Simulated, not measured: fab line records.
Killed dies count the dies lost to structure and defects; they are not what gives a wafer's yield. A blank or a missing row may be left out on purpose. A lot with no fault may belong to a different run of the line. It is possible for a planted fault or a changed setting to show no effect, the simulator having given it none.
Which of the tools did it? || flow sky130 || Sampling: 24 lots, 72 wafers, 3 of 708 route steps

## WHAT THE GAUGES READ, wafer by wafer
SKY_FIELD_ISO_BOW_MEAS_00. Usual: for INCOMING_BOW the level is 0 um and the standard deviation is 5.9.
{"lot": "L074", "measured": "day 1 10:00", "on": "filmMetro-03", "INCOMING_BOW (um)": "8 -4 6", "flag": ""}
{"lot": "L075", "measured": "day 1 15:00", "on": "filmMetro-03", "INCOMING_BOW (um)": "-12 -1 -5", "flag": ""}
{"lot": "L076", "measured": "day 1 20:04", "on": "filmMetro-01", "INCOMING_BOW (um)": "-6 1 2", "flag": ""}
{"lot": "L077", "measured": "day 2 01:04", "on": "filmMetro-04", "INCOMING_BOW (um)": "-8 0 6", "flag": ""}
{"lot": "L078", "measured": "day 2 06:02", "on": "filmMetro-03", "INCOMING_BOW (um)": "-3 -3 -1", "flag": ""}
{"lot": "L079", "measured": "day 2 11:00", "on": "filmMetro-01", "INCOMING_BOW (um)": "6 -10 -3", "flag": ""}
{"lot": "L080", "measured": "day 2 16:02", "on": "filmMetro-01", "INCOMING_BOW (um)": "-6 2 -3", "flag": ""}
{"lot": "L081", "measured": "day 2 21:00", "on": "filmMetro-03", "INCOMING_BOW (um)": "-5 13 2", "flag": ""}
{"lot": "L082", "measured": "day 3 02:01", "on": "filmMetro-03", "INCOMING_BOW (um)": "-2 12 2", "flag": ""}
{"lot": "L083", "measured": "day 3 07:01", "on": "filmMetro-01", "INCOMING_BOW (um)": "-1 4 -7", "flag": ""}
{"lot": "L084", "measured": "day 3 12:00", "on": "filmMetro-04", "INCOMING_BOW (um)": "-13 3 16", "flag": ""}
{"lot": "L085", "measured": "day 3 17:00", "on": "filmMetro-03", "INCOMING_BOW (um)": "1 3 6", "flag": ""}
{"lot": "L086", "measured": "day 3 22:01", "on": "filmMetro-04", "INCOMING_BOW (um)": "-3 -12 13", "flag": ""}
{"lot": "L087", "measured": "day 4 03:04", "on": "filmMetro-01", "INCOMING_BOW (um)": "9 -4 -2", "flag": ""}
{"lot": "L088", "measured": "day 4 08:04", "on": "filmMetro-04", "INCOMING_BOW (um)": "10 -5 -3", "flag": ""}
{"lot": "L089", "measured": "day 4 13:01", "on": "filmMetro-01", "INCOMING_BOW (um)": "-4 5 7", "flag": ""}
{"lot": "L090", "measured": "day 4 18:00", "on": "filmMetro-01", "INCOMING_BOW (um)": "-2 -3 -1", "flag": ""}
{"lot": "L091", "measured": "day 4 23:02", "on": "filmMetro-04", "INCOMING_BOW (um)": "7 -12 -1", "flag": ""}
{"lot": "L092", "measured": "day 5 04:01", "on": "filmMetro-01", "INCOMING_BOW (um)": "6 3 -3", "flag": ""}
{"lot": "L093", "measured": "day 5 09:01", "on": "filmMetro-01", "INCOMING_BOW (um)": "-6 1 4", "flag": ""}
{"lot": "L094", "measured": "day 5 14:00", "on": "filmMetro-01", "INCOMING_BOW (um)": "6 -1 1", "flag": ""}
{"lot": "L095", "measured": "day 5 19:00", "on": "filmMetro-03", "INCOMING_BOW (um)": "2 1 -3", "flag": ""}
{"lot": "L096", "measured": "day 6 00:01", "on": "filmMetro-01", "INCOMING_BOW (um)": "-4 3 3", "flag": ""}
{"lot": "L097", "measured": "day 6 05:00", "on": "filmMetro-03", "INCOMING_BOW (um)": "3 11 -4", "flag": ""}

SKY_FIELD_ISO_THK_MEAS_02. Usual: for FIELD_ISO_OXIDATION_00_THK the level is 11.99 nm and the standard deviation is 0.27.
{"lot": "L074", "measured": "day 1 11:38", "on": "filmMetro-04", "FIELD_ISO_OXIDATION_00_THK (nm)": "12.37 12.31 12.14", "flag": ""}
{"lot": "L075", "measured": "day 1 16:59", "on": "filmMetro-03", "FIELD_ISO_OXIDATION_00_THK (nm)": "11.82 11.95 11.92", "flag": ""}
{"lot": "L076", "measured": "day 1 22:30", "on": "filmMetro-04", "FIELD_ISO_OXIDATION_00_THK (nm)": "12.05 12.12 12.11", "flag": ""}
{"lot": "L077", "measured": "day 2 02:40", "on": "filmMetro-01", "FIELD_ISO_OXIDATION_00_THK (nm)": "11.92 11.91 12.11", "flag": ""}
{"lot": "L078", "measured": "day 2 07:46", "on": "filmMetro-03", "FIELD_ISO_OXIDATION_00_THK (nm)": "12.36 12.13 12.29", "flag": ""}
{"lot": "L079", "measured": "day 2 14:24", "on": "filmMetro-04", "FIELD_ISO_OXIDATION_00_THK (nm)": "11.69 11.51 12.10", "flag": ""}
{"lot": "L080", "measured": "day 2 17:42", "on": "filmMetro-03", "FIELD_ISO_OXIDATION_00_THK (nm)": "11.80 11.75 11.81", "flag": ""}
{"lot": "L081", "measured": "day 2 23:00", "on": "filmMetro-03", "FIELD_ISO_OXIDATION_00_THK (nm)": "12.04 12.14 11.93", "flag": ""}
{"lot": "L082", "measured": "day 3 03:51", "on": "filmMetro-03", "FIELD_ISO_OXIDATION_00_THK (nm)": "12.00 11.97 12.12", "flag": ""}
{"lot": "L083", "measured": "day 3 09:15", "on": "filmMetro-01", "FIELD_ISO_OXIDATION_00_THK (nm)": "12.55 12.51 12.60", "flag": ""}
{"lot": "L084", "measured": "day 3 13:44", "on": "filmMetro-01", "FIELD_ISO_OXIDATION_00_THK (nm)": "12.51 12.40 12.34", "flag": ""}
{"lot": "L085", "measured": "day 3 19:31", "on": "filmMetro-01", "FIELD_ISO_OXIDATION_00_THK (nm)": "12.08 12.13 12.07", "flag": ""}
{"lot": "L086", "measured": "day 4 01:14", "on": "filmMetro-04", "FIELD_ISO_OXIDATION_00_THK (nm)": "12.22 12.24 12.34", "flag": ""}
{"lot": "L087", "measured": "day 4 04:40", "on": "filmMetro-04", "FIELD_ISO_OXIDATION_00_THK (nm)": "11.82 11.75 11.65", "flag": ""}
{"lot": "L088", "measured": "day 4 10:26", "on": "filmMetro-01", "FIELD_ISO_OXIDATION_00_THK (nm)": "11.85 11.71 11.54", "flag": ""}
{"lot": "L089", "measured": "day 4 14:40", "on": "filmMetro-01", "FIELD_ISO_OXIDATION_00_THK (nm)": "12.07 11.78 11.76", "flag": ""}
{"lot": "L090", "measured": "day 4 20:43", "on": "filmMetro-03", "FIELD_ISO_OXIDATION_00_THK (nm)": "12.02 12.00 12.12", "flag": ""}
{"lot": "L091", "measured": "day 5 00:40", "on": "filmMetro-04", "FIELD_ISO_OXIDATION_00_THK (nm)": "12.19 12.05 12.20", "flag": ""}
{"lot": "L092", "measured": "day 5 06:03", "on": "filmMetro-04", "FIELD_ISO_OXIDATION_00_THK (nm)": "11.69 11.60 11.78", "flag": ""}
{"lot": "L093", "measured": "day 5 10:38", "on": "filmMetro-04", "FIELD_ISO_OXIDATION_00_THK (nm)": "11.80 11.62 11.59", "flag": ""}
{"lot": "L094", "measured": "day 5 16:19", "on": "filmMetro-03", "FIELD_ISO_OXIDATION_00_THK (nm)": "11.78 11.79 11.99", "flag": ""}
{"lot": "L095", "measured": "day 5 20:44", "on": "filmMetro-04", "FIELD_ISO_OXIDATION_00_THK (nm)": "11.75 11.61 11.76", "flag": ""}
{"lot": "L096", "measured": "day 6 01:38", "on": "filmMetro-01", "FIELD_ISO_OXIDATION_00_THK (nm)": "12.17 12.07 12.07", "flag": ""}
{"lot": "L097", "measured": "day 6 06:50", "on": "filmMetro-01", "FIELD_ISO_OXIDATION_00_THK (nm)": "11.67 11.79 11.74", "flag": ""}

SKY_NWELL_RS_MEAS_31: measures by four-point-probe. Usual: for PWDE_RS the level is 5275 ohm/sq and the standard deviation is 17.
{"lot": "L074", "measured": "day 5 08:59", "on": "filmMetro-02", "PWDE_RS (ohm/sq)": "5252 5276 5280", "flag": ""}
{"lot": "L075", "measured": "day 5 14:29", "on": "filmMetro-03", "PWDE_RS (ohm/sq)": "5260 5242 5255", "flag": ""}
{"lot": "L076", "measured": "day 5 17:53", "on": "filmMetro-03", "PWDE_RS (ohm/sq)": "5288 5282 5300", "flag": ""}
{"lot": "L077", "measured": "day 5 20:53", "on": "filmMetro-03", "PWDE_RS (ohm/sq)": "5263 5260 5275", "flag": ""}
{"lot": "L078", "measured": "day 6 05:37", "on": "filmMetro-02", "PWDE_RS (ohm/sq)": "5279 5265 5272", "flag": ""}
{"lot": "L079", "measured": "day 6 13:29", "on": "filmMetro-03", "PWDE_RS (ohm/sq)": "5297 5287 5294", "flag": ""}
{"lot": "L080", "measured": "day 6 19:17", "on": "filmMetro-03", "PWDE_RS (ohm/sq)": "5264 5256 5270", "flag": ""}
{"lot": "L081", "measured": "day 7 03:56", "on": "filmMetro-03", "PWDE_RS (ohm/sq)": "5303 5292 5307", "flag": ""}
{"lot": "L082", "measured": "day 7 08:05", "on": "filmMetro-02", "PWDE_RS (ohm/sq)": "5256 5264 5279", "flag": ""}
{"lot": "L083", "measured": "day 7 14:17", "on": "filmMetro-03", "PWDE_RS (ohm/sq)": "5276 5258 5277", "flag": ""}
{"lot": "L084", "measured": "day 7 17:09", "on": "filmMetro-03", "PWDE_RS (ohm/sq)": "5267 5278 5247", "flag": ""}
{"lot": "L085", "measured": "day 8 03:37", "on": "filmMetro-03", "PWDE_RS (ohm/sq)": "5287 5282 5279", "flag": ""}
{"lot": "L086", "measured": "day 8 10:34", "on": "filmMetro-02", "PWDE_RS (ohm/sq)": "5267 5285 5276", "flag": ""}
{"lot": "L087", "measured": "day 8 14:05", "on": "filmMetro-03", "PWDE_RS (ohm/sq)": "5244 5252 5263", "flag": ""}
{"lot": "L088", "measured": "day 8 22:44", "on": "filmMetro-03", "PWDE_RS (ohm/sq)": "5254 5259 5248", "flag": ""}
{"lot": "L089", "measured": "day 9 06:36", "on": "filmMetro-01", "PWDE_RS (ohm/sq)": "5250 5267 5271", "flag": ""}
{"lot": "L090", "measured": "day 9 11:07", "on": "filmMetro-01", "PWDE_RS (ohm/sq)": "5276 5275 5281", "flag": ""}
{"lot": "L091", "measured": "day 9 15:55", "on": "filmMetro-03", "PWDE_RS (ohm/sq)": "5296 5288 5287", "flag": ""}
{"lot": "L092", "measured": "day 9 21:44", "on": "filmMetro-02", "PWDE_RS (ohm/sq)": "5277 5305 5265", "flag": ""}
{"lot": "L093", "measured": "day 10 07:33", "on": "filmMetro-01", "PWDE_RS (ohm/sq)": "5303 5310 5304", "flag": ""}
{"lot": "L094", "measured": "day 10 12:55", "on": "filmMetro-01", "PWDE_RS (ohm/sq)": "5266 5296 5285", "flag": ""}
{"lot": "L095", "measured": "day 10 18:44", "on": "filmMetro-02", "PWDE_RS (ohm/sq)": "5277 5286 5282", "flag": ""}
{"lot": "L096", "measured": "day 11 00:01", "on": "filmMetro-01", "PWDE_RS (ohm/sq)": "5251 5256 5248", "flag": ""}
{"lot": "L097", "measured": "day 11 02:56", "on": "filmMetro-02", "PWDE_RS (ohm/sq)": "5270 5265 5261", "flag": ""}

## TOOL THAT RAN EACH LOT (tool first, then ch and the chambers of the sampled wafers, then the start)
No process step before these readings appears in the record.

## AS READ BY THE TOOLS THEMSELVES (means over the sampled wafers that have a number; for cases with no such wafer, the mark the record gives instead)
The record holds no such reading with a usual standard deviation.

## THE ANSWER, worked out from the rows above alone
Rule: lot off if the mean of its wafers having a number is beyond 3 standard deviations from the usual mean. A lot without any number at a reading at which 4 lots or more have one is off too. Any other lot the step has rows for is counted as sound. Order of review: gauges by route order, followed by the tools' own readings, for which a lot's mean as printed above is used. The first step at which some lot is off is used, and at that step the reading that is off furthest; a lot without a number counts as furthest.
No lot is off on any of the readings shown, so nothing can be concluded from this.

## WHAT WAS PUT IN BY THE SIMULATOR
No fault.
